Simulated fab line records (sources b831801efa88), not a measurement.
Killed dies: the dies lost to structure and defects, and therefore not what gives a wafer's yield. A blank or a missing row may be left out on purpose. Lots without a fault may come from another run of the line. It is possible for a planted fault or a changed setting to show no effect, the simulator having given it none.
Code-filled problem report in 8D (eight disciplines) form ; flow gf180mcu ; the parts of the form that need people (team, actions taken, sign-off) are left out

## 1. THE PROBLEM
Mean of run-length-s at GF_HV_LDD_CLEAN_51: 81 s across 6 wafers in 2 lots; on wafers with no fault it is 179 s (standard deviation 3.5). Measured from the usual mean, that is -28 standard deviations.
The step: cleans in SC1/SC2, time 150 s.
First seen on wafer L469.1, day 18 19:38, on wet-bench-04. The record holds 18 wafers of 6 lots with a number at this step. Rule for "out" (also "out of limits"): further than 4 standard deviations from the usual mean. The other wafers with a number count as sound.

## 2. WHAT THIS IS AND IS NOT
question;is;is not
which readings at this step;run-length-s;bath-guard-temp-C
which lots;L469, L472;L450, L453, L456, L470
which wafers of those lots;all that have a number;-
read on which tools;wet-bench-04;wet-bench-02, wet-bench-03
when;from day 18 19:38;"up to then (9 sound wafers); but 3 sound wafers of L470 came after"

## 3. WHAT RULES OUT EACH SUSPECT
Counting: a tool at any process step up to the reading remains a suspect when it ran all the lots that are out and ran no sound lot after the first of those.
- plasma-asher-03 at GF_HV_LDD_STRIP_49 (strips in O2/N2): kept. Every lot that is out went through it, starting with L469 (day 18 19:29), and after that it ran no sound lot; the last sound lot it ran before then is L456 (day 14 14:47).
- wet-bench-04 at GF_HV_LDD_CLEAN_51 (cleans in SC1/SC2, time 150 s): kept. Every lot that is out went through it, starting with L469 (day 18 19:38), and after that it ran no sound lot; the last sound lot it ran before then is L456 (day 14 14:56). Its own readings are out on those wafers: run-length-s.
The count leaves wet-bench-04 at GF_HV_LDD_CLEAN_51 and plasma-asher-03 at GF_HV_LDD_STRIP_49.

## 4. THE CAUSE (what the simulator had put in)
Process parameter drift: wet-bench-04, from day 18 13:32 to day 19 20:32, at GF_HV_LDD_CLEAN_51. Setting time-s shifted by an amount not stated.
After counting, 2 suspects remain, this tool included.

## 5. THE EFFECT CHAIN, in route order
Each row: a reading where the mean over the struck wafers with a number is more than 3 standard deviations away from the usual. Scope: only readings with a usual standard deviation given in the record; hours: median across lots of the time from each lot's start at the first step in this table that gives one to its start at this step; sigmas: change in usual standard deviations.
hours;step;reading;usual;on struck wafers;change;sigmas
0;GF_HV_LDD_CLEAN_51;run-length-s;179 s;81;-98;-28
Its process steps:
- GF_HV_LDD_CLEAN_51: cleans in SC1/SC2, time 150 s.

## 6. WHAT WOULD HAVE CAUGHT IT SOONER
6 hours passed between the start of the fault at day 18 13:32 and the first reading out of limits in this record, taken at day 18 19:38.
